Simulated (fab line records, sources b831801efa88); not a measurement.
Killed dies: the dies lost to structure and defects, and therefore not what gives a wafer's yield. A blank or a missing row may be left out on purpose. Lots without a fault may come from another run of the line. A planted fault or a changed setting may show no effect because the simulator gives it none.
Chamber matching ; flow sky130 ; SKY_LI_CONTACT_ETCH_15 on rieDiel-03 has 4 sister chambers
The step etches PSG in C4F8/O2/Ar, stops on Si, target depth 600 nm. 4 wafers are shown with their chamber, then 7 later ones without.

## WAFERS WITH THEIR CHAMBER
wafer;chamber;rfFwdPowerW (W)
L086.3;2;1485
L086.5;0;1500
L089.2;1;1485
L089.5;3;1488

## WAFERS WITH NO CHAMBER GIVEN
wafer;rfFwdPowerW (W)
L089.6;1498
L095.2;1491
L095.4;1491
L095.5;1487
L097.3;1494
L097.5;1497
L097.6;1495

## WHICH CHAMBER EACH WENT THROUGH
wafer;from the rows above;in truth
L089.6;0;0
L095.2;can't be placed: 3 or 1 or 2 or 0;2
L095.4;can't be placed: 3 or 1 or 2 or 0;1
L095.5;can't be placed: 3 or 1 or 2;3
L097.3;can't be placed: 0 or 3 or 1 or 2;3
L097.5;can't be placed: 0 or 3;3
L097.6;can't be placed: 0 or 3 or 1 or 2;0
Placed correctly: 1 of 7. Cannot be placed on the basis of these rows: 6; the candidates contain the true chamber in 6. Number placed wrongly: 0.
How it was worked out, from the rows above alone: a wafer's distance from a chamber is the root of the sum, over the readings, of the square of ((its reading less the chamber's mean) divided by the reading's scatter). The wafer belongs to the nearest chamber; if the next one is less than 2 further off, it can't be placed. Each chamber's mean is taken over the wafers shown for it. The scatter: with one shown wafer a chamber, the root of the mean of the squares of how far each hidden wafer lies from its nearest shown one.
